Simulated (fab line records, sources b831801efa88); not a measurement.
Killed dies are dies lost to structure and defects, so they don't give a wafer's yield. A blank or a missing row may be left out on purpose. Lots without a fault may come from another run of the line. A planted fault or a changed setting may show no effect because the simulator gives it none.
fab line records | flow sfq_line
record lots=14 wafers=42 last_day=96
route steps=325 shown L0@3 I0@56 I4@165
lots that met no fault: from a run of the same line without faults
start_h: hours from the record's first day to the start of the lot's first wafer shown | wait_h: hours since the lot's step before | " the same as in the row above | L1.1+2: a row that stands for several wafers | - no value, or no start given | * or withheld: withheld | < > ~ a bound
route shown NAME@n: a module of which the file shows steps, and the number in the route of the first | usual: mean/standard deviation of fault-free wafers | same: alike in all rows | chamber/n: place in a boat | sites: the reading at each site | _std_site: their standard deviation | _edge_site: outer sites' mean less inner sites' | radius_mm: how far each site lies from the wafer's centre | mask NAME#n: copy n | behind: the tool/chamber that last shaped the wafer | hold: why the lot was held/for how many hours/how that ended | device: the transistor (n, p or np) that didn't switch | end of line: the same wafers' tests at the end of the route | a step without rows: its recipe alone | killed: dies lost to structure and defects at the first sort, not the wafer's yield | map: a wafer's dies, x killed, . not, _ none there
set.NAME: the setting as run; set.NAME@STEP: as run at that earlier step | model.NAME: the simulator's own value behind a step, which no gauge read
steps of the route over a sample of lots; a table a step, a row a wafer
services: from which hour (start_h, from the record's first day; less than 0 if before it) a tool's chamber was out of use, for how many hours, and why
## steps
# step SFQ_TRILAYER_L0_DEP_SPUTTER_003
# recipe material=MoNx_KI base_pressure_pa=1.33e-06 target_thk_nm=40 power_w=800 time_s=100 chamber_pressure_pa=0.4
# usual cathode_dc_power_W=799.99/0.16 throttle_valve_pct=29.7/0.88
# columns lot.wafer tool chamber start_h wait_h cathode_dc_power_W throttle_valve_pct
L103.1 pvd_sputter-04 - 12.49 0.0 799.93 29.5
L103.5 " - " " 800.03 30.6
L103.6 " - " " 799.95 28.8
L104.1 pvd_sputter-04 - 17.49 0.0 800.32 30.7
L104.5 " - " " 799.93 28.7
L104.6 " - " " 800.19 30.4
L106.1 pvd_sputter-06 - 27.49 0.0 799.65 29.1
L106.2 " - " " 799.80 28.6
L106.5 " - " " 800.01 31.9
L107.1 pvd_sputter-03 - 32.49 0.0 799.97 29.5
L107.3 " - " " 799.86 29.5
L107.4 " - " " 800.05 30.3
L108.1 pvd_sputter-04 - 37.49 0.0 799.89 28.7
L108.4 " - " " 799.99 29.6
L108.6 " - " " 799.93 30.5
L109.3 pvd_sputter-04 - 42.49 0.0 799.93 29.5
L109.4 " - " " 800.00 30.3
L109.6 " - " " 799.98 30.3
L113.2 pvd_sputter-04 - 62.49 0.0 1043.0 29.7
L113.5 " - " " 1043.3 29.5
L113.6 " - " " 1043.0 28.8
L115.1 pvd_sputter-04 - 72.49 0.0 1043.3 30.7
L115.4 " - " " 1043.1 29.5
L115.6 " - " " 1042.8 30.4
L119.1 pvd_sputter-03 - 92.49 0.0 799.96 30.3
L119.2 " - " " 799.71 29.3
L119.4 " - " " 799.94 29.6
L120.1 pvd_sputter-06 - 97.49 0.0 800.03 29.0
L120.2 " - " " 800.34 28.8
L120.6 " - " " 800.12 28.7
L121.1 pvd_sputter-06 - 102.49 0.0 800.01 29.5
L121.2 " - " " 799.95 28.8
L121.6 " - " " 799.92 29.3
L123.3 pvd_sputter-03 - 112.49 0.0 800.03 29.4
L123.5 " - " " 799.89 30.2
L123.6 " - " " 800.23 30.3
L125.4 pvd_sputter-03 - 122.49 0.0 799.97 29.6
L125.5 " - " " 799.62 29.5
L125.6 " - " " 799.87 29.2
L126.2 pvd_sputter-06 - 127.49 0.0 799.97 32.1
L126.5 " - " " 800.02 28.6
L126.6 " - " " 800.22 29.4
# step SFQ_L0_RS_MEAS_901
# recipe thk_meas_gauge=four-point-probe reads=MoNx_KI_of_TRILAYER_L0_DEP_SPUTTER_003
# usual L0_MONX_KI_RS=43.4/0.39
# columns lot.wafer tool chamber start_h wait_h L0_MONX_KI_RS[ohm/sq]
L103.1 film_metro-01 - 12.56 0.0 43.5
L103.5 " - " " 43.1
L103.6 " - " " 42.8
L104.1 film_metro-01 - 17.56 0.0 42.9
L104.5 " - " " 43.1
L104.6 " - " " 43.2
L106.1 film_metro-03 - 27.56 0.0 43.2
L106.2 " - " " 43.2
L106.5 " - " " 43.1
L107.1 film_metro-02 - 32.56 0.0 43.7
L107.3 " - " " 44.0
L107.4 " - " " 44.0
L108.1 film_metro-03 - 37.56 0.0 42.5
L108.4 " - " " 42.7
L108.6 " - " " 42.4
L109.3 film_metro-03 - 42.60 0.1 43.6
L109.4 " - " " 43.5
L109.6 " - " " 43.6
L113.2 film_metro-03 - 62.58 0.1 33.8
L113.5 " - " " 33.7
L113.6 " - " " 33.7
L115.1 film_metro-02 - 72.56 0.0 33.5
L115.4 " - " " 33.6
L115.6 " - " " 33.4
L119.1 film_metro-01 - 92.56 0.0 43.8
L119.2 " - " " 43.4
L119.4 " - " " 43.9
L120.1 film_metro-01 - 97.56 0.0 43.7
L120.2 " - " " 43.3
L120.6 " - " " 43.4
L121.1 film_metro-02 - 102.56 0.0 43.7
L121.2 " - " " 43.2
L121.6 " - " " 43.6
L123.3 film_metro-01 - 112.60 0.1 43.6
L123.5 " - " " 43.4
L123.6 " - " " 43.2
L125.4 film_metro-03 - 122.62 0.1 42.7
L125.5 " - " " 43.2
L125.6 " - " " 43.6
L126.2 film_metro-01 - 127.58 0.1 43.5
L126.5 " - " " 43.8
L126.6 " - " " 43.5
# step SFQ_L0_THK_MEAS_902
# recipe thk_meas_gauge=xrf reads=MoNx_KI_of_TRILAYER_L0_DEP_SPUTTER_003
# usual L0_MONX_KI_THK=39.7/0.38
# columns lot.wafer tool chamber start_h wait_h L0_MONX_KI_THK[nm]
L103.1 film_metro-01 - 12.68 0.1 39.6
L103.5 " - " " 39.8
L103.6 " - " " 39.7
L104.1 film_metro-01 - 17.68 0.1 40.0
L104.5 " - " " 40.2
L104.6 " - " " 39.9
L106.1 film_metro-03 - 27.68 0.1 39.8
L106.2 " - " " 39.8
L106.5 " - " " 39.8
L107.1 film_metro-02 - 32.68 0.1 39.5
L107.3 " - " " 39.2
L107.4 " - " " 39.7
L108.1 film_metro-03 - 37.68 0.1 40.5
L108.4 " - " " 40.2
L108.6 " - " " 40.4
L109.3 film_metro-03 - 42.70 0.1 39.4
L109.4 " - " " 39.7
L109.6 " - " " 39.2
L113.2 film_metro-03 - 62.69 0.1 50.8
L113.5 " - " " 51.0
L113.6 " - " " 51.0
L115.1 film_metro-02 - 72.68 0.1 52.1
L115.4 " - " " 51.8
L115.6 " - " " 52.2
L119.1 film_metro-01 - 92.68 0.1 39.2
L119.2 " - " " 39.0
L119.4 " - " " 39.1
L120.1 film_metro-01 - 97.68 0.1 39.9
L120.2 " - " " 39.6
L120.6 " - " " 39.7
L121.1 film_metro-02 - 102.68 0.1 39.7
L121.2 " - " " 40.1
L121.6 " - " " 39.6
L123.3 film_metro-01 - 112.70 0.1 39.7
L123.5 " - " " 39.6
L123.6 " - " " 39.8
L125.4 film_metro-03 - 122.71 0.1 40.1
L125.5 " - " " 39.5
L125.6 " - " " 39.2
L126.2 film_metro-01 - 127.69 0.1 39.6
L126.5 " - " " 39.1
L126.6 " - " " 39.6
# step SFQ_TRILAYER_L0_BARC_OPEN_METAL_ETCH_010
# recipe mask_material=PR chemistry=O2 target_depth_nm=125 target=BARC icp_w=600 bias_w=80 pressure_mtorr=10 time_s=41.7
# usual drypump_motor_current_A=5.8/0.3 oes_product_au=0.684/0.0043
# columns lot.wafer tool chamber start_h wait_h drypump_motor_current_A oes_product_au rf_hours_counter_h
L103.1 rie_metal-04 0 86.03 0.1 5.6 0.684 202
L103.5 " 0 " " 5.7 0.682 -
L103.6 " 1 " " 6.4 0.691 -
L104.1 rie_metal-04 1 88.43 0.1 6.3 0.688 116
L104.5 " 1 " " 6.4 0.684 -
L104.6 " 0 " " 5.7 0.686 -
L106.1 rie_metal-04 0 98.03 0.1 5.7 0.686 204
L106.2 " 1 " " 6.4 0.680 117
L106.5 " 1 " " 6.4 0.688 -
L107.1 rie_metal-02 0 101.63 0.1 5.5 0.683 129
L107.3 " 0 " " 5.4 0.684 -
L107.4 " 1 " " 6.0 0.680 -
L108.1 rie_metal-04 1 108.83 0.1 6.3 0.683 119
L108.4 " 1 " " 6.3 0.681 -
L108.6 " 0 " " 5.7 0.684 -
L109.3 rie_metal-02 1 117.25 0.1 6.0 0.681 -
L109.4 " 0 " " 5.5 0.684 -
L109.6 " 1 " " 6.0 0.698 -
L113.2 rie_metal-02 0 142.78 0.1 5.4 0.683 138
L113.5 " 0 " " 5.5 0.681 -
L113.6 " 1 " " 6.0 0.680 -
L115.1 rie_metal-04 0 153.82 0.1 5.7 0.688 4
L115.4 " 0 " " 5.7 0.688 -
L115.6 " 1 " " 6.4 0.688 -
L119.1 rie_metal-01 0 183.73 0.1 5.7 0.682 92
L119.2 " 1 " " 5.9 0.680 175
L119.4 " 1 " " 5.9 0.681 -
L120.1 rie_metal-01 1 189.73 0.1 5.9 0.680 176
L120.2 " 0 " " 5.6 0.685 93
L120.6 " 1 " " 5.9 0.688 -
L121.1 rie_metal-02 1 196.93 0.1 6.0 0.679 79
L121.2 " 0 " " 5.5 0.681 147
L121.6 " 1 " " 6.0 0.694 -
L123.3 rie_metal-02 1 208.08 0.1 6.0 0.681 -
L123.5 " 1 " " 6.0 0.686 -
L123.6 " 0 " " 5.4 0.684 -
L125.4 rie_metal-02 0 216.68 0.1 5.5 0.681 -
L125.5 " 1 " " 6.0 0.686 -
L125.6 " 0 " " 5.5 0.687 -
L126.2 rie_metal-02 0 220.26 0.1 5.5 0.681 153
L126.5 " 1 " " 6.0 0.682 -
L126.6 " 0 " " 5.5 0.686 -
# step SFQ_TRILAYER_L0_ETCH_METAL_ETCH_008
# recipe target=MoNx_KI stop_on=SiO2 mask_material=PR chemistry=SF6/O2 target_depth_nm=50 icp_w=600 bias_w=80 pressure_mtorr=10 time_s=25
# usual drypump_motor_current_A=5.83/0.3 oes_product_au=0.874/0.0062
# columns lot.wafer tool chamber start_h wait_h drypump_motor_current_A oes_product_au rf_hours_counter_h
L103.1 rie_metal-04 0 86.09 0.0 5.69 0.876 202
L103.5 " 0 " " 5.69 0.875 -
L103.6 " 1 " " 6.36 0.876 -
L104.1 rie_metal-04 1 88.49 0.0 6.38 0.880 116
L104.5 " 1 " " 6.40 0.883 -
L104.6 " 0 " " 5.70 0.876 -
L106.1 rie_metal-04 0 98.09 0.0 5.70 0.880 204
L106.2 " 1 " " 6.37 0.882 117
L106.5 " 1 " " 6.39 0.880 -
L107.1 rie_metal-02 0 101.69 0.0 5.46 0.880 129
L107.3 " 0 " " 5.46 0.870 -
L107.4 " 1 " " 5.99 0.871 -
L108.1 rie_metal-04 1 108.89 0.0 6.33 0.880 119
L108.4 " 1 " " 6.40 0.879 -
L108.6 " 0 " " 5.68 0.883 -
L109.3 rie_metal-02 1 117.30 0.0 6.00 0.876 -
L109.4 " 0 " " 5.45 0.864 -
L109.6 " 1 " " 6.02 0.866 -
L113.2 rie_metal-02 0 142.84 0.0 5.46 0.989 138
L113.5 " 0 " " 5.47 0.996 -
L113.6 " 1 " " 6.04 0.994 -
L115.1 rie_metal-04 0 153.88 0.0 5.65 0.993 4
L115.4 " 0 " " 5.67 0.985 -
L115.6 " 1 " " 6.36 0.990 -
L119.1 rie_metal-01 0 183.79 0.0 5.65 0.863 92
L119.2 " 1 " " 5.86 0.865 175
L119.4 " 1 " " 5.85 0.867 -
L120.1 rie_metal-01 1 189.79 0.0 5.88 0.873 176
L120.2 " 0 " " 5.62 0.879 93
L120.6 " 1 " " 5.85 0.882 -
L121.1 rie_metal-02 1 196.99 0.0 5.99 0.871 79
L121.2 " 0 " " 5.47 0.886 147
L121.6 " 1 " " 6.00 0.870 -
L123.3 rie_metal-02 1 208.13 0.0 6.00 0.869 -
L123.5 " 1 " " 6.00 0.872 -
L123.6 " 0 " " 5.46 0.880 -
L125.4 rie_metal-02 0 216.73 0.0 5.46 0.880 -
L125.5 " 1 " " 6.03 0.883 -
L125.6 " 0 " " 5.47 0.877 -
L126.2 rie_metal-02 0 220.32 0.0 5.48 0.868 154
L126.5 " 1 " " 6.00 0.873 -
L126.6 " 0 " " 5.45 0.877 -
# step SFQ_TRILAYER_I0_VIA_STRIP_STRIP_035
# recipe gas=O2 power_w=200 platen_temp_c=40 overash_fraction=0.65 chemistry=O2 pressure_mtorr=50
# usual drypump_motor_current_A=5.85/0.24 oes_product_au=1.000/0.0087
# columns lot.wafer tool chamber start_h wait_h drypump_motor_current_A oes_product_au rf_hours_counter_h
L103.1 rie_metal-02 1 400.29 - 5.98 0.995 112
L103.5 " 1 " " 5.99 1.004 -
L103.6 " 1 " " 6.00 1.004 -
L104.1 rie_metal-02 1 407.49 - 5.98 1.003 114
L104.5 " 1 " " 6.00 1.003 -
L104.6 " 1 " " 5.99 0.998 -
L106.1 rie_metal-02 0 432.81 - 5.46 1.000 1
L106.2 " 1 " " 6.01 0.988 118
L106.5 " 0 " " 5.45 1.003 -
L107.1 rie_metal-02 1 443.61 - 5.98 0.987 119
L107.3 " 1 " " 5.99 0.988 -
L107.4 " 1 " " 5.96 0.986 -
L108.1 rie_metal-03 1 465.06 - 5.82 1.001 90
L108.4 " 1 " " 5.83 1.001 -
L108.6 " 1 " " 5.81 1.004 -
L109.3 rie_metal-02 1 475.92 - 5.98 1.003 -
L109.4 " 0 " " 5.47 1.003 -
L109.6 " 0 " " 5.47 0.996 -
L113.2 rie_metal-03 0 514.51 - 6.33 1.002 6
L113.5 " 0 " " 6.34 1.000 -
L113.6 " 1 " " 5.78 1.002 -
L115.1 rie_metal-03 1 530.11 - 5.82 0.995 98
L115.4 " 0 " " 6.32 1.006 -
L115.6 " 0 " " 6.33 0.998 -
L119.1 rie_metal-02 1 570.07 - 5.99 0.996 136
L119.2 " 0 " " 5.45 1.000 19
L119.4 " 1 " " 6.00 0.991 -
L120.1 rie_metal-02 0 579.74 - 5.47 0.998 20
L120.2 " 1 " " 5.97 0.990 137
L120.6 " 0 " " 5.49 0.998 -
L121.1 rie_metal-01 0 595.39 - 5.63 1.012 2
L121.2 " 1 " " 5.87 1.012 38
L121.6 " 0 " " 5.61 1.022 -
L123.3 rie_metal-03 1 622.80 - 5.82 0.985 -
L123.5 " 1 " " 5.82 0.981 -
L123.6 " 0 " " 6.34 0.997 -
L125.4 rie_metal-01 0 637.20 - 5.62 1.009 -
L125.5 " 0 " " 5.61 1.007 -
L125.6 " 1 " " 5.87 1.010 -
L126.2 rie_metal-03 1 643.00 - 5.82 1.001 111
L126.5 " 0 " " 6.33 0.984 -
L126.6 " 1 " " 5.80 0.991 -
# step SFQ_I4_BOW_MEAS_927
# recipe mode=bow
# usual I4_BOW=3/12
# columns lot.wafer tool chamber start_h wait_h I4_BOW[um]
L103.1 film_metro-02 - 1046.83 1.5 -7
L103.5 " - " " -2
L103.6 " - " " -6
L104.1 film_metro-02 - 1049.83 1.0 -3
L104.5 " - " " 3
L104.6 " - " " -2
L106.1 film_metro-03 - 1216.55 2.0 -2
L106.2 " - " " 0
L106.5 " - " " 5
L107.1 film_metro-03 - 1220.31 1.5 10
L107.3 " - " " -5
L107.4 " - " " 10
L108.1 film_metro-03 - 1234.63 1.0 -2
L108.4 " - " " -8
L108.6 " - " " 7
L109.3 film_metro-04 - 1240.87 1.0 7
L109.4 " - " " 8
L109.6 " - " " 5
L113.2 film_metro-02 - 1404.16 2.5 16
L113.5 " - " " 28
L113.6 " - " " 22
L115.1 film_metro-02 - 1418.86 1.0 -7
L115.4 " - " " -9
L115.6 " - " " -19
L119.1 film_metro-03 - 1463.00 1.5 11
L119.2 " - " " -2
L119.4 " - " " 9
L120.1 film_metro-04 - 1475.73 1.6 -6
L120.2 " - " " -17
L120.6 " - " " -11
L121.1 film_metro-03 - 1488.26 1.0 14
L121.2 " - " " 29
L121.6 " - " " 18
L123.3 film_metro-02 - 1505.04 1.5 14
L123.5 " - " " 24
L123.6 " - " " 13
L125.4 film_metro-04 - 1517.06 2.1 -11
L125.5 " - " " -5
L125.6 " - " " -7
L126.2 film_metro-04 - 1523.02 2.5 -7
L126.5 " - " " -15
L126.6 " - " " 1
## services
# columns tool chamber start_h hours kind
pvd_sputter-04 - -0.12 3.1 repair
rie_metal-01 0 58.83 4.3 repair
pvd_sputter-04 - 88.47 91.2 repair
rie_metal-03 - 90.64 2.8 pm
rie_metal-04 - 126.08 0.9 repair
rie_metal-01 - 132.85 2.8 pm
rie_metal-04 1 176.91 3.1 repair
rie_metal-04 - 183.32 76.1 repair
pvd_sputter-04 - 184.58 4.4 repair
rie_metal-01 0 243.84 2.7 repair
rie_metal-02 - 261.70 2.8 pm
rie_metal-04 - 262.11 0.1 repair
rie_metal-02 0 274.83 7.9 repair
rie_metal-04 - 286.44 1.4 pm
rie_metal-04 0 336.73 6.2 repair
rie_metal-02 1 339.23 21.3 repair
rie_metal-04 0 403.94 4.1 repair
rie_metal-02 0 443.30 3.7 repair
rie_metal-01 0 466.84 1.7 repair
rie_metal-02 - 473.65 1.1 repair
rie_metal-04 0 508.99 12.4 repair
rie_metal-02 - 553.95 1.3 repair
rie_metal-01 - 583.15 0.7 repair
pvd_sputter-04 - 637.57 0.7 repair
## key
first_sign step=SFQ_TRILAYER_L0_DEP_SPUTTER_003 reading=cathode_dc_power_W direction=up sigmas=99+ usual=799.99 struck=1043.1
effect step=SFQ_L0_RS_MEAS_901 reading=L0_MONX_KI_RS direction=down sigmas=25 usual=43.4 struck=33.6
effect step=SFQ_L0_THK_MEAS_902 reading=L0_MONX_KI_THK direction=up sigmas=31 usual=39.7 struck=51.5
effect step=SFQ_TRILAYER_L0_ETCH_METAL_ETCH_008 reading=oes_product_au direction=up sigmas=19 usual=0.874 struck=0.991
met_at SFQ_TRILAYER_L0_DEP_SPUTTER_003
struck_lots L113,L115
not_acting_at SFQ_TRILAYER_L0_BARC_OPEN_METAL_ETCH_010,SFQ_TRILAYER_I0_VIA_STRIP_STRIP_035,SFQ_I4_BOW_MEAS_927
onset_between 42.49 62.49
fault kind=process_parameter_drift tool=pvd_sputter-04 chamber=- onset_h=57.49 steps=SFQ_TRILAYER_L0_DEP_SPUTTER_003 channel=power_w offset=243.06 shape=step end_h=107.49 acts_in=these_recipes_only stated=800
